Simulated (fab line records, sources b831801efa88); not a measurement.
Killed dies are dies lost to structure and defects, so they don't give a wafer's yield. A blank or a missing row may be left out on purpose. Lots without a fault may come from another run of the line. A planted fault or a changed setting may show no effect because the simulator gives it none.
fab line records | flow sky130
record lots=7 wafers=21 last_day=50
route steps=708 shown POLY_GATE@222 PAD_OPEN@708
lots that met no fault: from a run of the same line without faults
start_h: hours from the record's first day to the start of the lot's first wafer shown | wait_h: hours since the lot's step before | " the same as in the row above | L1.1+2: a row that stands for several wafers | - no value, or no start given | * or withheld: withheld | < > ~ a bound
route shown NAME@n: a module of which the file shows steps, and the number in the route of the first | usual: mean/standard deviation of fault-free wafers | same: alike in all rows | chamber/n: place in a boat | sites: the reading at each site | _std_site: their standard deviation | _edge_site: outer sites' mean less inner sites' | radius_mm: how far each site lies from the wafer's centre | mask NAME#n: copy n | behind: the tool/chamber that last shaped the wafer | hold: why the lot was held/for how many hours/how that ended | device: the transistor (n, p or np) that didn't switch | end of line: the same wafers' tests at the end of the route | a step without rows: its recipe alone | killed: dies lost to structure and defects at the first sort, not the wafer's yield | map: a wafer's dies, x killed, . not, _ none there
set.NAME: the setting as run; set.NAME@STEP: as run at that earlier step | model.NAME: the simulator's own value behind a step, which no gauge read
lots at some steps of the route; a table a step, a row a wafer
services: from which hour (start_h, from the record's first day; less than 0 if before it) a tool's chamber was out of use, for how many hours, and why
## steps
# step SKY_POLY_GATE_COAT_08
# recipe resist=KrF-thick spin_rpm=3000 resist_thk_nm=450
# step SKY_POLY_GATE_SOFTBAKE_09
# recipe temp_c=100 time_s=90 resist=KrF-thick
# step SKY_POLY_GATE_EXPOSE_10
# recipe mask_id=P1M na=0.68 source_shape=conventional sigma_outer=0.6 target_cd_nm=150 dose_mj=28
# step SKY_POLY_GATE_PEB_11
# recipe peb_temp_c=withheld peb_time_s=withheld resist=KrF-thick
# step SKY_POLY_GATE_DEVELOP_12
# recipe develop_time_s=60 resist=KrF-thick dev_temp_c=21
# step SKY_POLY_GATE_CD_MEAS_13
# recipe target_cd_nm=150
# usual cd_nm=149.9/1.3
# columns lot.wafer tool chamber start_h wait_h cd_nm
L669.3 cd_sem-02 - 450.79 - 147.9
L669.5 " - " " 149.1
L669.6 " - " " 148.2
L672.2 cd_sem-01 - 484.79 - 150.1
L672.4 " - " " 149.5
L672.5 " - " " 150.5
L677.2 cd_sem-01 - 522.78 - 152.2
L677.5 " - " " 153.4
L677.6 " - " " 153.1
L679.1 cd_sem-02 - 540.96 - 150.4
L679.2 " - " " 151.0
L679.6 " - " " 150.4
L680.1 cd_sem-01 - 546.60 - 149.5
L680.3 " - " " 150.3
L680.6 " - " " 150.2
L682.1 cd_sem-02 - 563.41 - 148.2
L682.5 " - " " 147.5
L682.6 " - " " 146.4
L683.1 cd_sem-02 - 570.07 - 149.8
L683.3 " - " " 149.9
L683.5 " - " " 149.5
# step SKY_POLY_GATE_OVL_MEAS_14
# usual POLY_GATE_OVL=-2/6
# columns lot.wafer tool chamber start_h wait_h POLY_GATE_OVL[nm]
L669.3 overlay-01 - 450.88 0.1 5
L669.5 " - " " 2
L669.6 " - " " -3
L672.2 overlay-02 - 484.89 0.1 -5
L672.4 " - " " -6
L672.5 " - " " -1
L677.2 overlay-01 - 522.88 0.1 -3
L677.5 " - " " 5
L677.6 " - " " -2
L679.1 overlay-02 - 541.08 0.1 3
L679.2 " - " " 8
L679.6 " - " " 3
L680.1 overlay-02 - 546.72 0.1 -3
L680.3 " - " " 6
L680.6 " - " " 6
L682.1 overlay-02 - 563.53 0.1 -1
L682.5 " - " " -1
L682.6 " - " " -6
L683.1 overlay-02 - 570.19 0.1 9
L683.3 " - " " 7
L683.5 " - " " 4
# step SKY_POLY_GATE_ETCH_15
# recipe chemistry=N2/H2 target=BARC ion_energy_ev=200 source_w=500 bias_w=100 pressure_mtorr=30 n2_flow_sccm=100 h2_flow_sccm=200 stop_on=SiO2 time_s=118.5 target_depth_a=1100
# usual drypump_motor_current_A=5.8/0.42 oes_product_au=0.716/0.0046 throttle_valve_pct=13.213/0.0091
# columns lot.wafer tool chamber start_h wait_h drypump_motor_current_A oes_product_au rf_hours_counter_h throttle_valve_pct
L669.3 rie_diel-02 2 450.90 0.0 6.1 0.719 43 13.223
L669.5 " 0 " " 6.2 0.722 - 13.204
L669.6 " 1 " " 5.2 0.713 - 13.196
L672.2 rie_diel-02 3 484.92 0.0 5.7 0.720 7 13.214
L672.4 " 2 " " 6.1 0.718 44 13.212
L672.5 " 3 " " 5.7 0.719 - 13.209
L677.2 rie_diel-04 1 522.91 0.0 5.9 0.712 17 13.219
L677.5 " 3 " " 5.7 0.719 - 13.209
L677.6 " 1 " " 5.9 0.712 - 13.237
L679.1 rie_diel-01 1 541.11 0.0 5.5 0.711 3 13.205
L679.2 " 2 " " 6.1 0.711 25 13.215
L679.6 " 2 " " 6.1 0.719 - 13.218
L680.1 rie_diel-01 0 546.75 0.0 4.9 0.715 19 13.202
L680.3 " 2 " " 6.1 0.719 25 13.213
L680.6 " 1 " " 5.5 0.713 - 13.217
L682.1 rie_diel-02 1 563.56 0.0 5.2 0.718 1 13.213
L682.5 " 3 " " 5.7 0.721 - 13.209
L682.6 " 2 " " 6.1 0.713 - 13.211
L683.1 rie_diel-01 2 570.23 0.0 6.1 0.716 26 13.215
L683.3 " 1 " " 5.5 0.709 3 13.208
L683.5 " 1 " " 5.5 0.717 - 13.220
# step SKY_POLY_GATE_ETCH_16
# recipe stop_on=poly-Si chemistry=CH3F/O2 target=Si3N4 source_w=400 bias_w=80 pressure_mtorr=25 ch3f_flow_sccm=40 O2_flow_sccm=30 time_s=147.5 target_depth_a=750
# usual drypump_motor_current_A=5.8/0.42 oes_product_au=0.641/0.0052 throttle_valve_pct=10.535/0.0098
# columns lot.wafer tool chamber start_h wait_h drypump_motor_current_A oes_product_au rf_hours_counter_h throttle_valve_pct
L669.3 rie_diel-02 2 450.99 0.0 6.1 0.646 43 10.524
L669.5 " 0 " " 6.2 0.637 - 10.548
L669.6 " 1 " " 5.2 0.636 - 10.537
L672.2 rie_diel-02 3 485.01 0.0 5.7 0.637 8 10.526
L672.4 " 2 " " 6.1 0.650 44 10.549
L672.5 " 3 " " 5.7 0.637 - 10.548
L677.2 rie_diel-04 1 522.99 0.0 5.9 0.635 17 10.541
L677.5 " 3 " " 5.7 0.634 - 10.538
L677.6 " 1 " " 5.9 0.644 - 10.535
L679.1 rie_diel-01 1 541.19 0.0 5.5 0.639 3 10.558
L679.2 " 2 " " 6.1 0.635 25 10.546
L679.6 " 2 " " 6.1 0.627 - 10.538
L680.1 rie_diel-01 0 546.83 0.0 4.9 0.646 19 10.538
L680.3 " 2 " " 6.1 0.638 26 10.537
L680.6 " 1 " " 5.5 0.645 - 10.536
L682.1 rie_diel-02 1 563.64 0.0 5.2 0.645 1 10.525
L682.5 " 3 " " 5.7 0.644 - 10.546
L682.6 " 2 " " 6.1 0.641 - 10.550
L683.1 rie_diel-01 2 570.31 0.0 6.2 0.641 26 10.554
L683.3 " 1 " " 5.5 0.642 3 10.541
L683.5 " 1 " " 5.5 0.644 - 10.534
# step SKY_POLY_GATE_ETCH_17
# recipe target_depth_nm=180 stop_on=SiO2 over_etch_frac=0.56667 chemistry=HBr/Cl2 target=poly-Si icp_w=400 bias_w=100 pressure_mtorr=10 HBr_flow_sccm=150 Cl2_flow_sccm=50 time_s=70.5
# usual drypump_motor_current_A=5.7/0.49 mfc_cl2_sccm=49.99/0.17 oes_product_au=0.984/0.0079 throttle_valve_pct=33.684/0.0087
# columns lot.wafer tool chamber start_h wait_h drypump_motor_current_A mfc_cl2_sccm oes_product_au rf_hours_counter_h throttle_valve_pct
L669.3 rie_si-01 3 451.08 0.0 4.7 50.08 0.985 1 33.676
L669.5 " 3 " " 4.7 49.63 0.984 - 33.686
L669.6 " 0 " " 6.0 49.84 0.964 - 33.690
L672.2 rie_si-02 3 485.11 0.0 6.1 49.93 0.994 57 33.679
L672.4 " 1 " " 6.0 49.95 0.990 7 33.682
L672.5 " 0 " " 5.4 49.52 0.995 - 33.666
L677.2 rie_si-01 3 523.09 0.0 4.7 49.91 0.986 1 33.671
L677.5 " 2 " " 6.2 49.90 0.985 - 33.676
L677.6 " 3 " " 4.7 50.01 0.990 - 33.681
L679.1 rie_si-01 3 541.29 0.0 4.7 49.76 0.983 1 33.688
L679.2 " 0 " " 6.0 50.12 0.973 3 33.685
L679.6 " 1 " " 5.7 49.99 0.971 - 33.693
L680.1 rie_si-02 1 546.93 0.0 6.1 50.01 0.983 7 33.671
L680.3 " 3 " " 6.1 50.10 0.974 0 33.682
L680.6 " 3 " " 6.2 49.98 0.979 - 33.697
L682.1 rie_si-02 0 563.74 0.0 5.4 50.27 0.990 30 33.684
L682.5 " 2 " " 5.7 50.04 0.984 - 33.689
L682.6 " 3 " " 6.1 49.84 0.980 - 33.685
L683.1 rie_si-01 1 570.41 0.0 5.7 49.98 0.976 7 33.681
L683.3 " 3 " " 4.7 49.96 0.980 1 33.686
L683.5 " 0 " " 6.0 49.97 0.969 - 33.678
# step SKY_POLY_GATE_STRIP_18
# recipe chemistry=O2/N2 power_w=1400 pressure_mtorr=1500 platen_temp_c=withheld o2_flow_sccm=3000 n2_flow_sccm=300 overash_fraction=0.5
# usual drypump_motor_current_A=5.87/0.11 oes_product_au=0.360/0.0049 strip_time_to_endpoint_s=3.14/0.052
# columns lot.wafer tool chamber start_h wait_h drypump_motor_current_A oes_product_au rf_hours_counter_h strip_time_to_endpoint_s
L669.3 plasma_asher-03 1 451.17 0.1 5.85 0.365 - 3.19
L669.5 " 0 " " 5.99 0.366 - 3.14
L669.6 " 1 " " 5.83 0.359 - 3.22
L672.2 plasma_asher-03 0 485.16 0.0 5.98 0.357 80 3.05
L672.4 " 0 " " 5.97 0.365 - 3.15
L672.5 " 0 " " 5.96 0.359 - 3.06
L677.2 plasma_asher-02 0 523.15 0.0 5.96 0.364 65 3.11
L677.5 " 0 " " 6.03 0.362 - 3.07
L677.6 " 1 " " 5.70 0.360 - 3.11
L679.1 plasma_asher-03 1 541.35 0.0 5.84 0.351 85 3.20
L679.2 " 0 " " 5.95 0.359 85 3.05
L679.6 " 0 " " 5.98 0.350 - 3.04
L680.1 plasma_asher-01 1 546.99 0.0 5.80 0.360 43 3.18
L680.3 " 1 " " 5.82 0.365 - 3.04
L680.6 " 0 " " 5.87 0.368 - 3.18
L682.1 plasma_asher-03 1 563.80 0.0 5.85 0.361 87 3.11
L682.5 " 0 " " 5.97 0.362 - 3.10
L682.6 " 1 " " 5.86 0.364 - 3.19
L683.1 plasma_asher-02 0 570.46 0.0 6.01 0.363 70 3.01
L683.3 " 1 " " 5.71 0.357 - 3.13
L683.5 " 1 " " 5.72 0.369 - 3.19
# step SKY_POLY_GATE_CLEAN_19
# recipe chemistry=SC1/SC2 mix=1:4:20 temp_c=70 time_s=150 dry=n2_spin
# step SKY_POLY_GATE_OXIDATION_20
# recipe temp_c=850 ambient=O2 stabilise_s=600 purge_s=300 target_thk_a=40 ox_time_s=899
# usual spike_tc_bottom_C=866.1/2 spike_tc_centre_C=849.8/0.99 spike_tc_lower_C=850.8/1.1 spike_tc_top_C=861.5/1.3 spike_tc_upper_C=848.6/1.1 zone_power_bottom_pct=26.4/0.3 zone_power_upper_pct=16.6/0.3
# same ox_time_s=899
# columns lot.wafer tool chamber start_h wait_h spike_tc_bottom_C spike_tc_centre_C spike_tc_lower_C spike_tc_top_C spike_tc_upper_C zone_power_bottom_pct zone_power_upper_pct model.SiO2_of_POLY_GATE_OXIDATION_20.thk_nm
L669.3 furnace-02 0 451.97 0.7 863.1 849.1 851.2 862.9 846.8 26.6 16.4 4.04
L669.5 " 0 " " 864.3 850.0 851.1 862.2 846.7 26.5 16.4 4.017
L669.6 " 0 " " 863.9 849.2 849.0 863.7 848.4 26.4 16.1 4.015
L672.2 furnace-02 0 485.31 0.0 865.6 848.3 850.1 862.5 846.5 26.7 16.3 3.998
L672.4 " 0 " " 864.9 850.0 850.7 862.7 847.6 27.0 16.6 4.024
L672.5 " 0 " " 863.5 850.8 852.5 860.5 847.2 26.8 16.1 3.963
L677.2 furnace-02 0 523.30 0.0 894.3 882.8 881.1 893.8 880.3 28.8 17.3 5.81
L677.5 " 0 " " 894.4 880.8 881.7 892.6 880.0 28.5 17.6 5.719
L677.6 " 0 " " 896.3 881.7 882.4 893.6 880.8 28.8 17.5 5.805
L679.1 furnace-02 0 541.50 0.0 895.7 881.6 883.9 894.1 879.7 28.5 17.5 5.903
L679.2 " 0 " " 896.8 881.4 881.3 893.4 880.7 28.5 17.6 5.864
L679.6 " 0 " " 896.3 879.3 882.4 891.8 879.7 29.2 17.6 6.011
L680.1 furnace-02 0 547.14 0.0 894.3 883.6 881.1 894.0 879.3 28.6 17.6 5.942
L680.3 " 0 " " 894.1 881.4 882.2 895.0 879.2 28.7 17.6 5.924
L680.6 " 0 " " 897.0 882.8 883.3 893.6 879.6 28.6 17.7 5.911
L682.1 furnace-01 0 563.95 0.0 867.9 849.6 852.0 860.6 850.7 26.4 16.6 4.059
L682.5 " 0 " " 866.2 849.5 850.9 861.9 849.9 25.9 16.7 4.134
L682.6 " 0 " " 866.4 849.1 850.6 860.5 849.1 26.5 16.9 4.06
L683.1 furnace-01 0 572.37 1.8 867.8 849.9 850.4 860.9 851.1 26.6 16.6 4.072
L683.3 " 0 " " 868.6 849.2 850.7 860.7 849.8 26.8 16.8 3.954
L683.5 " 0 " " 868.5 849.6 850.8 859.9 848.4 26.1 16.8 4.012
# step SKY_POLY_GATE_THK_MEAS_21
# recipe reads=SiO2_of_POLY_GATE_OXIDATION_20
# usual POLY_GATE_OXIDATION_THK=4.02/0.074
# columns lot.wafer tool chamber start_h wait_h hold POLY_GATE_OXIDATION_THK[nm]
L669.3 film_metro-03 - 453.24 0.0 - 4.02
L669.5 " - " " - 4.01
L669.6 " - " " - 4.00
L672.2 film_metro-03 - 486.57 0.0 - 4.01
L672.4 " - " " - 4.06
L672.5 " - " " - 3.93
L677.2 film_metro-03 - 524.56 0.0 await_dispo/0.2h/release 5.82
L677.5 " - " " await_dispo/0.2h/release 5.74
L677.6 " - " " await_dispo/0.2h/release 5.79
L677.2 film_metro-03 - 524.78 0.2 - 5.77
L677.5 " - " " - 5.72
L677.6 " - " " - 5.77
L679.1 film_metro-04 - 542.75 0.0 await_dispo/0.2h/release 5.90
L679.2 " - " " await_dispo/0.2h/release 5.90
L679.6 " - " " await_dispo/0.2h/release 6.00
L679.1 film_metro-04 - 542.98 0.2 - 5.90
L679.2 " - " " - 5.88
L679.6 " - " " - 6.01
L680.1 film_metro-04 - 548.39 0.0 await_dispo/0.2h/release 5.95
L680.3 " - " " await_dispo/0.2h/release 5.92
L680.6 " - " " await_dispo/0.2h/release 5.91
L680.1 film_metro-04 - 548.62 0.2 - 5.91
L680.3 " - " " - 5.92
L680.6 " - " " - 5.93
L682.1 film_metro-03 - 565.20 0.0 - 4.07
L682.5 " - " " - 4.15
L682.6 " - " " - 4.08
L683.1 film_metro-04 - 573.62 0.0 - 4.09
L683.3 " - " " - 3.88
L683.5 " - " " - 4.04
# step SKY_POLY_GATE_CD_MEAS_22
# usual cd_nm=150.5/2.8
# columns lot.wafer tool chamber start_h wait_h hold cd_nm
L669.3 cd_sem-01 - 453.33 0.1 - 149.5
L669.5 " - " " - 148.6
L669.6 " - " " - 149.4
L672.2 cd_sem-01 - 486.70 0.1 - 148.3
L672.4 " - " " - 151.0
L672.5 " - " " - 147.9
L677.2 cd_sem-01 - 527.59 2.8 await_dispo/2.7h/release 152.8
L677.5 " - " " await_dispo/2.7h/release 154.7
L677.6 " - " " await_dispo/2.7h/release 153.6
L679.1 cd_sem-01 - 549.52 6.5 await_dispo/6.3h/release 152.9
L679.2 " - " " await_dispo/6.3h/release 155.8
L679.6 " - " " await_dispo/6.3h/release 158.7
L680.1 cd_sem-02 - 554.17 5.5 await_dispo/5.4h/release 149.4
L680.3 " - " " await_dispo/5.4h/release 152.9
L680.6 " - " " await_dispo/5.4h/release 150.8
L682.1 cd_sem-02 - 565.26 0.1 - 149.0
L682.5 " - " " - 141.2
L682.6 " - " " - 144.7
L683.1 cd_sem-02 - 573.68 0.1 - 152.1
L683.3 " - " " - 149.6
L683.5 " - " " - 149.5
# step SKY_PAD_OPEN_PROBE_99
# usual killed_at_M0_to_M3=41/6.2 killed_at_M4_up=3.0/1.7 killed_at_contacts=25/5.8 killed_at_front_end=16/4.5 killed_at_other=0.2/0.42 killed_dies=85/8.4 killed_on_rim=17/4.1 killed_open=46/5.9 killed_short=39/6.3
# same gross_dies=492 killed_at_back_side=0
# columns lot.wafer tool chamber start_h wait_h killed_at_M0_to_M3 killed_at_M4_up killed_at_contacts killed_at_front_end killed_at_other killed_dies killed_on_rim killed_open killed_short model.etest.tip_sonos.rs_ohm_sq model.etest.tip_p.rs_ohm_sq model.etest.pfet_01v8.r_on_ohm_um model.etest.res_pdiff.line_ohm_um model.etest.tip_n.rs_ohm_sq model.etest.res_ndiff.line_ohm_um model.etest.res_pdiff.rs_ohm_sq model.etest.res_pdiff_hv.rs_ohm_sq
L669.3 prober-01 - 1131.75 0.2 42 3 22 19 1 87 15 41 46 2709 6764 2788 1365 447.4 760.4 201.6 196.3
L669.5 prober-01 - 1131.85 0.2 44 4 13 10 0 71 17 38 32 2700 6707 2830 1349 444.9 764 200.4 194.4
L669.6 prober-01 - 1131.90 0.2 45 2 39 11 0 97 12 51 45 2702 6794 2776 1370 447.1 762.7 200.9 196.2
L672.2 prober-02 - 1152.16 0.1 34 3 34 21 1 93 17 47 43 2561 6934 2936 1362 438.9 748.9 198.2 190.5
L672.4 prober-02 - 1152.26 0.2 38 2 31 21 1 93 22 56 35 2609 6876 3011 1398 443.9 748.2 198.1 191.9
L672.5 prober-02 - 1152.31 0.2 39 3 24 13 1 80 10 42 38 2605 6822 2928 1406 439.9 745.5 197.4 192.2
L677.2 prober-01 - 1177.38 0.1 46 0 26 14 0 86 19 46 40 2939 7066 2987 1418 483 800.8 206.1 197.7
L677.5 prober-01 - 1177.53 0.2 49 3 31 13 0 96 23 57 39 2954 7052 2981 1403 477.3 803.2 206.5 195.3
L677.6 prober-01 - 1177.58 0.2 53 3 30 12 1 99 23 56 43 3059 7064 3071 1437 480.7 796.3 206 196.8
L680.1 prober-01 - 1186.97 0.1 33 6 32 20 0 91 17 44 44 3028 7298 3020 1419 482.7 792.8 207.4 199
L680.3 prober-01 - 1187.07 0.2 50 3 21 17 0 91 17 45 45 2999 7249 3070 1389 480.4 795.4 206.1 198.8
L680.6 prober-01 - 1187.22 0.2 43 2 22 14 0 81 14 48 33 3095 7265 3017 1381 477.4 778 205.4 198.5
L679.1 prober-02 - 1187.32 0.1 44 4 34 14 0 96 11 51 45 3041 7032 2995 1417 475.4 778.5 208.1 199.4
L679.2 prober-02 - 1187.37 0.1 40 3 26 18 0 87 16 52 35 3004 7017 3067 1458 475.5 794.4 208.8 202.6
L679.6 prober-02 - 1187.57 0.2 46 1 26 14 0 87 21 46 41 3039 7012 3093 1465 476.5 799 207.8 199.9
L682.1 prober-02 - 1197.34 0.1 51 1 29 11 0 92 13 41 51 2632 6895 2871 1349 440.7 765.4 194.8 189.1
L682.5 prober-02 - 1197.54 0.2 39 3 23 21 0 86 17 43 42 2682 6899 2763 1362 440.3 771 195.4 190.4
L682.6 prober-02 - 1197.59 0.2 46 2 29 16 1 94 14 50 42 2692 6907 2803 1341 441 755.7 197.5 190.5
L683.1 prober-01 - 1202.81 0.1 35 0 30 8 0 73 10 44 29 2765 6880 2932 1341 438.4 737.4 198.1 192
L683.3 prober-01 - 1202.91 0.2 44 1 34 18 0 97 17 48 48 2675 6813 2864 1330 437.4 738 197.1 191.1
L683.5 prober-01 - 1203.01 0.2 55 1 22 13 0 91 21 43 48 2757 6829 2871 1352 440.9 729.8 197.3 193.9
# killed by level:class
L669.3 VIA1:geometric_particle:open=12 CONTACT:geometric_particle:open=7 VIA2:geometric_particle:open=6 FIELD_ISO:geometric_particle:open=5 POLY_GATE:geometric_particle:short=5 LOCAL_INTERCONNECT:geometric_particle:short=5 METAL2:geometric_particle:short=5 VIA1:geometric_particle:short=5
L669.5 VIA1:geometric_particle:open=17 METAL2:geometric_particle:short=7 CONTACT:geometric_particle:short=6 POLY_GATE:geometric_particle:open=4 CONTACT:geometric_particle:open=4 VIA1:geometric_particle:short=4 FIELD_ISO:geometric_particle:short=3 VIA2:geometric_particle:open=3
L669.6 CONTACT:geometric_particle:open=15 LI_CONTACT:geometric_particle:open=12 VIA1:geometric_particle:open=10 VIA1:geometric_particle:short=6 CONTACT:geometric_particle:short=6 METAL1:geometric_particle:short=5 VIA2:geometric_particle:short=5 POLY_GATE:geometric_particle:open=4
L672.2 LI_CONTACT:geometric_particle:open=11 CONTACT:geometric_particle:open=8 METAL2:geometric_particle:short=7 VIA1:geometric_particle:open=7 FIELD_ISO:geometric_particle:short=6 LI_CONTACT:geometric_particle:short=6 CONTACT:geometric_particle:short=5 VIA2:geometric_particle:open=5
L672.4 CONTACT:geometric_particle:open=15 VIA1:geometric_particle:open=12 VIA2:geometric_particle:open=9 LI_CONTACT:geometric_particle:open=8 FIELD_ISO:geometric_particle:short=5 FIELD_ISO:geometric_particle:open=4 METAL2:geometric_particle:short=4 POLY_GATE:geometric_particle:open=3
L672.5 CONTACT:geometric_particle:open=9 VIA3:geometric_particle:open=7 LI_CONTACT:geometric_particle:open=7 VIA1:geometric_particle:short=6 METAL2:geometric_particle:short=6 VIA1:geometric_particle:open=5 CONTACT:geometric_particle:short=4 VIA2:geometric_particle:open=4
L677.2 CONTACT:geometric_particle:open=12 VIA3:geometric_particle:open=9 VIA2:geometric_particle:open=9 CONTACT:geometric_particle:short=8 VIA3:geometric_particle:short=6 POLY_GATE:geometric_particle:open=5 LOCAL_INTERCONNECT:geometric_particle:short=5 VIA1:geometric_particle:open=5
L677.5 CONTACT:geometric_particle:open=11 VIA1:geometric_particle:open=9 METAL1:geometric_particle:short=8 VIA3:geometric_particle:open=8 VIA2:geometric_particle:open=7 LI_CONTACT:geometric_particle:open=6 CONTACT:geometric_particle:short=6 METAL2:geometric_particle:open=5
L677.6 VIA3:geometric_particle:open=14 CONTACT:geometric_particle:open=12 VIA1:geometric_particle:open=8 METAL1:geometric_particle:short=7 CONTACT:geometric_particle:short=7 VIA2:geometric_particle:open=6 LI_CONTACT:geometric_particle:open=5 VIA2:geometric_particle:short=5
L680.1 CONTACT:geometric_particle:open=15 FIELD_ISO:geometric_particle:open=5 POLY_GATE:geometric_particle:short=5 LOCAL_INTERCONNECT:geometric_particle:short=5 VIA1:geometric_particle:open=5 METAL4:geometric_particle:short=5 POLY_GATE:geometric_particle:open=4 LI_CONTACT:geometric_particle:open=4
L680.3 VIA2:geometric_particle:open=10 METAL1:geometric_particle:short=9 VIA3:geometric_particle:short=8 CONTACT:geometric_particle:open=8 POLY_GATE:geometric_particle:open=6 VIA1:geometric_particle:open=5 VIA3:geometric_particle:open=5 VIA1:geometric_particle:short=4
L680.6 CONTACT:geometric_particle:open=12 VIA1:geometric_particle:open=10 VIA3:geometric_particle:open=8 VIA2:geometric_particle:short=6 FIELD_ISO:geometric_particle:short=5 VIA2:geometric_particle:open=5 POLY_GATE:geometric_particle:open=4 VIA3:geometric_particle:short=4
L679.1 CONTACT:geometric_particle:open=17 VIA1:geometric_particle:open=15 CONTACT:geometric_particle:short=10 METAL1:geometric_particle:short=6 LI_CONTACT:geometric_particle:open=5 FIELD_ISO:geometric_particle:short=4 METAL2:geometric_particle:short=4 VIA2:geometric_particle:short=3
L679.2 CONTACT:geometric_particle:open=16 VIA1:geometric_particle:open=12 POLY_GATE:geometric_particle:short=8 VIA3:geometric_particle:open=5 FIELD_ISO:geometric_particle:short=4 LI_CONTACT:geometric_particle:open=4 VIA2:geometric_particle:short=4 VIA2:geometric_particle:open=4
L679.6 CONTACT:geometric_particle:open=11 VIA1:geometric_particle:open=11 VIA3:geometric_particle:open=8 CONTACT:geometric_particle:short=7 VIA1:geometric_particle:short=7 FIELD_ISO:geometric_particle:open=5 LI_CONTACT:geometric_particle:open=5 VIA3:geometric_particle:short=5
L682.1 CONTACT:geometric_particle:open=10 METAL2:geometric_particle:short=9 VIA3:geometric_particle:open=9 FIELD_ISO:geometric_particle:short=7 METAL1:geometric_particle:short=7 VIA1:geometric_particle:open=7 CONTACT:geometric_particle:short=6 LI_CONTACT:geometric_particle:open=5
L682.5 CONTACT:geometric_particle:open=8 METAL1:geometric_particle:short=7 VIA1:geometric_particle:open=7 FIELD_ISO:geometric_particle:short=6 FIELD_ISO:geometric_particle:open=5 LOCAL_INTERCONNECT:geometric_particle:short=5 POLY_GATE:geometric_particle:open=5 LI_CONTACT:geometric_particle:open=5
L682.6 CONTACT:geometric_particle:open=12 VIA1:geometric_particle:open=11 LI_CONTACT:geometric_particle:short=6 VIA2:geometric_particle:open=6 FIELD_ISO:geometric_particle:short=5 POLY_GATE:geometric_particle:open=5 LOCAL_INTERCONNECT:geometric_particle:short=5 VIA3:geometric_particle:open=5
L683.1 LI_CONTACT:geometric_particle:open=10 VIA1:geometric_particle:open=8 CONTACT:geometric_particle:open=7 VIA3:geometric_particle:open=7 CONTACT:geometric_particle:short=6 VIA2:geometric_particle:open=6 FIELD_ISO:geometric_particle:short=5 METAL1:geometric_particle:short=5
L683.3 CONTACT:geometric_particle:open=13 VIA1:geometric_particle:open=10 LOCAL_INTERCONNECT:geometric_particle:short=10 METAL1:geometric_particle:short=8 LI_CONTACT:geometric_particle:open=7 METAL2:geometric_particle:short=7 FIELD_ISO:geometric_particle:open=6 VIA1:geometric_particle:short=4
L683.5 VIA1:geometric_particle:open=14 LI_CONTACT:geometric_particle:short=7 VIA3:geometric_particle:open=7 METAL1:geometric_particle:short=7 METAL2:geometric_particle:short=7 VIA2:geometric_particle:open=7 POLY_GATE:geometric_particle:short=6 LOCAL_INTERCONNECT:geometric_particle:short=6
## services
# columns tool chamber start_h hours kind
rie_diel-04 0 435.19 3.0 repair
rie_diel-01 3 458.72 - clean
rie_diel-01 3 458.72 17.1 scheduled_down
rie_diel-01 3 458.72 17.1 vent_cycle
rie_si-02 1 462.07 3.4 repair
plasma_asher-03 - 463.42 3.6 repair
rie_diel-01 0 465.11 2.0 repair
rie_diel-02 2 465.58 2.0 repair
plasma_asher-03 - 485.36 4.7 repair
rie_si-01 3 489.45 4.4 repair
rie_diel-02 1 498.89 - clean
rie_diel-02 1 498.89 13.6 scheduled_down
rie_diel-02 1 498.89 13.6 vent_cycle
plasma_asher-03 - 500.66 2.8 pm
rie_diel-04 0 511.95 8.6 repair
furnace-01 - 514.58 5.8 pm
furnace-02 - 526.32 4.3 pm
rie_diel-01 3 526.63 15.1 repair
rie_diel-02 2 530.49 5.6 repair
rie_diel-02 - 532.92 4.7 repair
plasma_asher-01 - 542.74 1.5 repair
furnace-01 - 547.23 4.7 pm
rie_diel-01 3 562.18 7.2 repair
furnace-02 - 568.53 17.2 pm
## key
first_sign step=SKY_POLY_GATE_OXIDATION_20 reading=spike_tc_centre_C direction=up sigmas=32 usual=849.8 struck=881.7
effect step=SKY_POLY_GATE_OXIDATION_20 reading=spike_tc_lower_C direction=up sigmas=30 usual=850.8 struck=882.2
effect step=SKY_POLY_GATE_THK_MEAS_21 reading=visit direction=added
effect step=SKY_POLY_GATE_THK_MEAS_21 reading=POLY_GATE_OXIDATION_THK direction=up sigmas=25 usual=4.02 struck=5.88
model_effect step=SKY_POLY_GATE_OXIDATION_20 value=SiO2_of_POLY_GATE_OXIDATION_20.thk_nm without=3.969 struck=5.877
model_effect step=SKY_PAD_OPEN_PROBE_99 value=etest.tip_sonos.rs_ohm_sq without=2669 struck=3018
met_at SKY_POLY_GATE_OXIDATION_20
struck_wafers L677.2,L677.5,L677.6,L679.1,L679.2,L679.6,L680.1,L680.3,L680.6
tester_left_out L677,L679,L680
onset_between 485.31 523.30
fault kind=process_parameter_drift tool=furnace-02 chamber=- onset_h=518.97 steps=SKY_POLY_GATE_OXIDATION_20 channel=temp_c offset=* shape=step end_h=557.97 acts_in=* stated=*
# tester_left_out: of these lots the tester's yield and bins aren't shown, on N5 and GAA mostly nor the transistor test; their killed dies are dies lost to structure and defects alone, not to doping, threshold or leakage, so they don't give the yield
